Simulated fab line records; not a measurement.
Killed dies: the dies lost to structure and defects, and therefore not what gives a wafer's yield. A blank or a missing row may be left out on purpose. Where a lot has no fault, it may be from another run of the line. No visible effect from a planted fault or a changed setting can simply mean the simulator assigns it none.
fab line records	flow sky130
record: lots: 5	wafers: 15	last_day: 49
route steps=708 shown RES_PROTECT@212 POLY_GATE@213
lots that met no fault: taken from a fault-free run of the same line
start_h: hours from the record's first day to the start of the lot's first wafer shown	wait_h: hours from the lot's prior step to this one	" unchanged from the row above	L1.1+2: a single row standing in for several wafers	- no value, or no start was given	* or withheld: withheld	< > ~ a bound
route shown NAME@n: names a module that has steps shown in the file, with the first one's number in the route	usual: average and standard deviation across the fault-free wafers	same: alike in all rows	chamber/n: place in a boat	sites: per-site readings	_std_site: standard deviation across them	_edge_site: mean of outer sites minus mean of inner sites	radius_mm: for every site, how far away it sits from the centre of the wafer	mask NAME#n: copy n	behind: tool/chamber where the wafer was last shaped	hold: the reason the lot was held/the length of the hold in hours/how it ended	device: the transistor (n, p or np) that didn't switch	end of line: the tests these same wafers got at the end of their route	a step without rows: its recipe alone	killed: at the first sort, the dies lost to defects and structure; wafer yield is something else	map: a wafer's dies, x killed, . not, _ none there
set.NAME: the run value of the setting; set.NAME@STEP: its run value at that earlier step	model.NAME: the simulator's own value behind a step, which no gauge read
lots at some steps of the route; a table a step, a row a wafer
services: from which hour (start_h, from the record's first day; less than 0 if before it) a tool's chamber was out of use, for how many hours, and why
== steps ==
step: SKY_RES_PROTECT_DEVELOP_06
recipe: resist: NOVOLAK	developer: TMAH	develop_time_s: 60	dev_temp_c: 23
step: SKY_POLY_GATE_IMPLANT_02
recipe: species: P	energy_kev: 30	dose_cm2: 7.7e+15	tilt_deg: 0
step: SKY_RES_PROTECT_STRIP_07
recipe: chemistry: O2/N2	power_w: 1400	pressure_mtorr: 1500	platen_temp_c: withheld	o2_flow_sccm: 3000	n2_flow_sccm: 300	overash_fraction: 0.5
usual: drypump_motor_current_A: 6.1/0.44	n2_flow_sccm: 300.0/0.94	oes_product_au: 0.517/0.0046	strip_time_to_endpoint_s: 23.29/0.04
lot.wafer	tool	chamber	start_h	wait_h	drypump_motor_current_A	n2_flow_sccm	oes_product_au	rf_hours_counter_h	strip_time_to_endpoint_s
L371.4	plasma_asher-04	1	401.08	0.1	6.6	301.1	0.515	-	23.29
L371.5	"	1	"	"	6.6	299.0	0.516	-	23.27
L371.6	"	0	"	"	5.7	300.2	0.511	-	23.22
L376.1	plasma_asher-04	1	427.69	0.1	6.6	300.1	0.511	64	23.28
L376.3	"	0	"	"	5.7	299.9	0.521	-	23.29
L376.6	"	1	"	"	6.6	299.0	0.513	-	23.31
L377.3	plasma_asher-02	1	445.23	0.1	6.9	300.0	0.515	-	23.23
L377.4	"	0	"	"	6.1	299.8	0.522	-	23.26
L377.5	"	0	"	"	6.1	300.0	0.512	-	23.19
L380.1	plasma_asher-04	0	465.40	0.1	5.7	300.2	0.520	68	23.27
L380.2	"	1	"	"	6.6	300.3	0.522	68	23.26
L380.4	"	0	"	"	5.7	299.2	0.520	-	23.25
L385.3	plasma_asher-02	0	513.68	0.1	6.1	298.6	0.518	-	23.30
L385.4	"	1	"	"	6.8	300.9	0.526	-	23.32
L385.5	"	0	"	"	6.1	301.1	0.517	-	23.31
step: SKY_RES_PROTECT_TW_MEAS_08
usual: POLY_GATE_TW: 4016/65
lot.wafer	tool	chamber	start_h	wait_h	POLY_GATE_TW
L371.4	film_metro-02	-	401.17	0.1	3939
L371.5	"	-	"	"	3938
L371.6	"	-	"	"	3940
L376.1	film_metro-02	-	427.79	0.1	3991
L376.3	"	-	"	"	4000
L376.6	"	-	"	"	3970
L377.3	film_metro-01	-	445.31	0.1	4126
L377.4	"	-	"	"	4107
L377.5	"	-	"	"	4097
L380.1	film_metro-03	-	465.50	0.1	3996
L380.2	"	-	"	"	4010
L380.4	"	-	"	"	4019
L385.3	film_metro-02	-	513.77	0.1	3971
L385.4	"	-	"	"	3974
L385.5	"	-	"	"	3966
step: SKY_RES_PROTECT_CLEAN_09
recipe: chemistry: SC1/SC2	mix: 1:4:20	temp_c: 70	time_s: 150	dry: n2_spin
step: SKY_POLY_GATE_CVD_03
recipe: material: Si3N4	precursor: DCS/NH3	target_thk_nm: 75	temp_c: 770	time_s: 1290	pressure_mtorr: 250
step: SKY_POLY_GATE_THK_MEAS_04
recipe: reads: Si3N4_of_POLY_GATE_CVD_03
usual: POLY_GATE_CVD_03_THK: 74.6/0.68
lot.wafer	tool	chamber	start_h	wait_h	POLY_GATE_CVD_03_THK[nm]
L371.4	film_metro-01	-	402.65	0.0	74.7
L371.5	"	-	"	"	74.3
L371.6	"	-	"	"	74.9
L376.1	film_metro-04	-	430.70	0.0	74.1
L376.3	"	-	"	"	73.9
L376.6	"	-	"	"	73.9
L377.3	film_metro-03	-	446.79	0.0	74.1
L377.4	"	-	"	"	74.4
L377.5	"	-	"	"	74.2
L380.1	film_metro-01	-	467.65	0.0	75.5
L380.2	"	-	"	"	76.0
L380.4	"	-	"	"	75.2
L385.3	film_metro-01	-	515.24	0.0	73.9
L385.4	"	-	"	"	74.3
L385.5	"	-	"	"	73.8
step: SKY_POLY_GATE_DEHYDRATE_05
recipe: temp_c: 200	time_s: 60
step: SKY_POLY_GATE_HMDS_06
recipe: prime_time_s: 60	prime_temp_c: 120
step: SKY_POLY_GATE_COAT_07
recipe: resist: BARC	temp_c: withheld	time_s: withheld	spin_rpm: 3000	resist_thk_nm: 110
step: SKY_POLY_GATE_COAT_08
recipe: resist: KrF-thick	spin_rpm: 3000	resist_thk_nm: 450
step: SKY_POLY_GATE_SOFTBAKE_09
recipe: temp_c: 100	time_s: 90	resist: KrF-thick
step: SKY_POLY_GATE_EXPOSE_10
recipe: mask_id: P1M	na: 0.68	source_shape: conventional	sigma_outer: 0.6	target_cd_nm: 150	dose_mj: 28
lot.wafer	tool	chamber	start_h	wait_h	mask
L371.4+5+6	krf_scanner-01	0	418.05	-	P1M#0
L376.1+3+6	krf_scanner-02	0	445.54	-	P1M#0
L377.3+4+5	krf_scanner-02	0	462.86	-	P1M_R1#0
L380.1+2+4	krf_scanner-02	0	482.72	-	P1M#0
L385.3+4+5	krf_scanner-01	0	530.49	-	P1M#0
step: SKY_POLY_GATE_PEB_11
recipe: peb_temp_c: withheld	peb_time_s: withheld	resist: KrF-thick
step: SKY_POLY_GATE_DEVELOP_12
recipe: develop_time_s: 60	resist: KrF-thick	dev_temp_c: 21
step: SKY_POLY_GATE_CD_MEAS_13
recipe: target_cd_nm: 150
usual: cd_nm: 149.9/1.4
lot.wafer	tool	chamber	start_h	wait_h	cd_nm
L371.4	cd_sem-02	-	432.91	-	148.8
L371.5	"	-	"	"	147.3
L371.6	"	-	"	"	148.0
L376.1	cd_sem-02	-	461.15	-	149.7
L376.3	"	-	"	"	148.4
L376.6	"	-	"	"	148.1
L377.3	cd_sem-01	-	477.78	-	161.9
L377.4	"	-	"	"	160.2
L377.5	"	-	"	"	161.7
L380.1	cd_sem-02	-	497.60	-	150.7
L380.2	"	-	"	"	149.9
L380.4	"	-	"	"	151.3
L385.3	cd_sem-02	-	545.28	-	151.4
L385.4	"	-	"	"	151.8
L385.5	"	-	"	"	152.0
step: SKY_POLY_GATE_OVL_MEAS_14
usual: POLY_GATE_OVL: 0/5.3
lot.wafer	tool	chamber	start_h	wait_h	POLY_GATE_OVL[nm]
L371.4	overlay-01	-	432.99	0.1	-4
L371.5	"	-	"	"	-5
L371.6	"	-	"	"	-6
L376.1	overlay-01	-	461.27	0.1	8
L376.3	"	-	"	"	3
L376.6	"	-	"	"	-3
L377.3	overlay-01	-	477.88	0.1	0
L377.4	"	-	"	"	-9
L377.5	"	-	"	"	5
L380.1	overlay-01	-	497.72	0.1	-1
L380.2	"	-	"	"	1
L380.4	"	-	"	"	0
L385.3	overlay-02	-	545.38	0.1	-1
L385.4	"	-	"	"	2
L385.5	"	-	"	"	3
step: SKY_POLY_GATE_ETCH_15
recipe: chemistry: N2/H2	target: BARC	ion_energy_ev: 200	source_w: 500	bias_w: 100	pressure_mtorr: 30	n2_flow_sccm: 100	h2_flow_sccm: 200	stop_on: SiO2	time_s: 118.5	target_depth_a: 1100
usual: drypump_motor_current_A: 5.6/0.39	h2_flow_sccm: 199.9/0.69	n2_flow_sccm: 99.99/0.27	oes_product_au: 0.715/0.0047	throttle_valve_pct: 13.213/0.0099
lot.wafer	tool	chamber	start_h	wait_h	drypump_motor_current_A	h2_flow_sccm	n2_flow_sccm	oes_product_au	rf_hours_counter_h	throttle_valve_pct	model.POLY_GATE.cd_nm
L371.4	rie_diel-03	3	433.01	0.0	4.9	199.8	99.89	0.715	54	13.207	146.1
L371.5	"	3	"	"	4.9	200.1	99.98	0.713	-	13.213	144.7
L371.6	"	0	"	"	5.1	199.6	100.31	0.717	-	13.218	146.5
L376.1	rie_diel-01	1	461.31	0.0	5.5	200.2	100.31	0.710	6	13.221	150.7
L376.3	"	3	"	"	5.4	199.0	100.41	0.716	6	13.231	148.5
L376.6	"	3	"	"	5.4	199.6	100.22	0.712	-	13.209	149.1
L377.3	rie_diel-04	3	477.90	0.0	5.8	199.3	100.17	0.722	93	13.214	160
L377.4	"	0	"	"	6.5	199.2	99.90	0.720	-	13.218	159.8
L377.5	"	1	"	"	5.5	199.7	100.04	0.711	-	13.214	162
L380.1	rie_diel-04	1	497.76	0.0	5.5	201.1	99.34	0.715	8	13.211	149.2
L380.2	"	0	"	"	6.5	199.5	100.27	0.725	4	13.214	150.8
L380.4	"	1	"	"	5.5	201.0	99.40	0.711	-	13.218	151.2
L385.3	rie_diel-01	2	545.40	0.0	6.1	200.6	100.37	0.726	78	13.216	151.3
L385.4	"	3	"	"	5.4	199.8	99.72	0.714	8	13.224	151.1
L385.5	"	1	"	"	5.5	199.9	99.87	0.716	-	13.201	150.2
step: SKY_POLY_GATE_ETCH_16
recipe: stop_on: poly-Si	chemistry: CH3F/O2	target: Si3N4	source_w: 400	bias_w: 80	pressure_mtorr: 25	ch3f_flow_sccm: 40	O2_flow_sccm: 30	time_s: 147.5	target_depth_a: 750
usual: O2_flow_sccm: 30.01/0.091	drypump_motor_current_A: 5.6/0.38	oes_product_au: 0.639/0.0049	throttle_valve_pct: 10.535/0.0093
lot.wafer	tool	chamber	start_h	wait_h	O2_flow_sccm	drypump_motor_current_A	oes_product_au	rf_hours_counter_h	throttle_valve_pct
L371.4	rie_diel-03	3	433.09	0.0	29.90	4.9	0.633	54	10.520
L371.5	"	3	"	"	30.06	4.9	0.640	-	10.526
L371.6	"	0	"	"	30.04	5.1	0.643	-	10.527
L376.1	rie_diel-01	1	461.39	0.0	29.89	5.5	0.632	6	10.546
L376.3	"	3	"	"	29.97	5.4	0.642	6	10.520
L376.6	"	3	"	"	30.04	5.4	0.635	-	10.530
L377.3	rie_diel-04	3	477.98	0.0	30.07	5.8	0.633	93	10.545
L377.4	"	0	"	"	30.25	6.5	0.636	-	10.528
L377.5	"	1	"	"	30.06	5.5	0.639	-	10.525
L380.1	rie_diel-04	1	497.84	0.0	30.06	5.5	0.644	8	10.513
L380.2	"	0	"	"	29.78	6.5	0.643	4	10.530
L380.4	"	1	"	"	30.10	5.5	0.638	-	10.545
L385.3	rie_diel-01	2	545.48	0.0	30.19	6.1	0.641	78	10.547
L385.4	"	3	"	"	29.93	5.5	0.634	8	10.547
L385.5	"	1	"	"	29.98	5.5	0.631	-	10.543
step: SKY_POLY_GATE_ETCH_17
recipe: target_depth_nm: 180	stop_on: SiO2	over_etch_frac: 0.56667	chemistry: HBr/Cl2	target: poly-Si	icp_w: 400	bias_w: 100	pressure_mtorr: 10	HBr_flow_sccm: 150	Cl2_flow_sccm: 50	time_s: 70.5
usual: drypump_motor_current_A: 5.8/0.44	oes_product_au: 0.989/0.0067	throttle_valve_pct: 33.684/0.0088
lot.wafer	tool	chamber	start_h	wait_h	drypump_motor_current_A	oes_product_au	rf_hours_counter_h	throttle_valve_pct	model.POLY_GATE.cd_nm
L371.4	rie_si-01	2	433.19	0.0	6.4	0.987	3	33.670	146.8
L371.5	"	2	"	"	6.4	0.989	-	33.683	144.5
L371.6	"	3	"	"	5.7	0.988	-	33.674	145.6
L376.1	rie_si-01	0	461.49	0.0	5.5	1.002	44	33.686	150.5
L376.3	"	1	"	"	5.5	0.996	6	33.694	146.9
L376.6	"	0	"	"	5.5	0.993	-	33.674	149.5
L377.3	rie_si-02	3	478.08	0.0	5.0	0.983	38	33.668	158.5
L377.4	"	0	"	"	5.8	0.994	0	33.699	159.7
L377.5	"	1	"	"	6.0	1.003	-	33.693	161.7
L380.1	rie_si-01	1	497.94	0.0	5.5	0.991	6	33.690	148.1
L380.2	"	2	"	"	6.4	0.991	3	33.682	151.2
L380.4	"	0	"	"	5.5	0.979	44	33.685	150.9
L385.3	rie_si-02	3	545.58	0.0	4.9	0.988	38	33.670	150.8
L385.4	"	1	"	"	6.0	0.981	0	33.685	151.9
L385.5	"	3	"	"	4.9	0.981	-	33.690	150.3
step: SKY_POLY_GATE_STRIP_18
recipe: chemistry: O2/N2	power_w: 1400	pressure_mtorr: 1500	platen_temp_c: withheld	o2_flow_sccm: 3000	n2_flow_sccm: 300	overash_fraction: 0.5
usual: drypump_motor_current_A: 6.1/0.52	n2_flow_sccm: 300.0/0.9	oes_product_au: 0.360/0.0046	strip_time_to_endpoint_s: 3.154/0.028
lot.wafer	tool	chamber	start_h	wait_h	drypump_motor_current_A	n2_flow_sccm	oes_product_au	rf_hours_counter_h	strip_time_to_endpoint_s
L371.4	plasma_asher-02	0	433.28	0.1	6.1	300.5	0.360	-	3.112
L371.5	"	1	"	"	6.8	300.1	0.365	-	3.104
L371.6	"	0	"	"	6.0	299.6	0.362	-	3.121
L376.1	plasma_asher-04	0	461.54	0.0	5.7	299.1	0.360	67	3.143
L376.3	"	0	"	"	5.7	299.4	0.361	-	3.153
L376.6	"	1	"	"	6.6	299.2	0.355	-	3.173
L377.3	plasma_asher-04	0	478.17	0.1	5.7	302.2	0.365	-	3.131
L377.4	"	1	"	"	6.6	299.0	0.359	-	3.170
L377.5	"	0	"	"	5.7	300.2	0.362	-	3.119
L380.1	plasma_asher-03	1	497.99	0.0	5.3	300.8	0.366	39	3.100
L380.2	"	0	"	"	5.8	300.4	0.360	39	3.159
L380.4	"	1	"	"	5.3	300.8	0.358	-	3.146
L385.3	plasma_asher-04	0	545.67	0.1	5.7	300.0	0.366	-	3.184
L385.4	"	1	"	"	6.6	301.7	0.359	-	3.187
L385.5	"	0	"	"	5.7	300.8	0.362	-	3.169
== services ==
tool	chamber	start_h	hours	kind
rie_si-02	0	384.14	6.5	repair
plasma_asher-02	-	392.78	0.5	repair
krf_scanner-01	-	400.42	1.2	repair
rie_si-02	-	402.12	0.9	repair
krf_scanner-02	-	415.56	1.3	pm
plasma_asher-02	-	421.25	9.0	pm
krf_scanner-02	-	427.71	0.8	pm
plasma_asher-02	-	429.16	1.3	repair
krf_scanner-02	-	435.19	3.6	pm
rie_diel-04	2	438.07	3.8	repair
krf_scanner-01	-	457.56	0.8	pm
krf_scanner-01	-	458.31	11.6	pm
rie_si-02	0	463.66	2.7	repair
rie_diel-04	2	467.80	-	clean
rie_diel-04	2	467.80	39.1	scheduled_down
krf_scanner-02	-	472.42	1.0	pm
rie_diel-04	0	479.78	6.4	repair
krf_scanner-01	-	483.40	4.0	pm
krf_scanner-01	-	487.42	1.0	pm
krf_scanner-02	-	497.54	0.8	pm
rie_si-01	-	511.70	2.8	pm
rie_diel-03	1	521.79	10.9	repair
rie_si-02	1	533.92	4.9	repair
krf_scanner-01	-	542.81	1.3	pm
== key ==
first_sign: step: SKY_POLY_GATE_EXPOSE_10	reading: mask	direction: changed
effect: step: SKY_POLY_GATE_CD_MEAS_13	reading: cd_nm	direction: up	sigmas: 8	usual: 149.9	struck: 161.3
model_effect: step: SKY_POLY_GATE_ETCH_15	value: POLY_GATE.cd_nm	without: 149.6	struck: 160.6
model_effect: step: SKY_POLY_GATE_ETCH_17	value: POLY_GATE.cd_nm	without: 149	struck: 160
met_at SKY_POLY_GATE_EXPOSE_10
struck_wafers L377.3,L377.4,L377.5
rows_end L377.3,L377.4,L377.5
onset_between 445.54 462.86
fault: kind: wrong_mask	tool: any	chamber: -	onset_h: 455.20	steps: SKY_POLY_GATE_EXPOSE_10	aux_copy: P1M_R1#0	cd_offset_nm: 11	scope: struck_lots_only
rows_end: these wafers met a further fault down the route, and their rows from its step on are left out
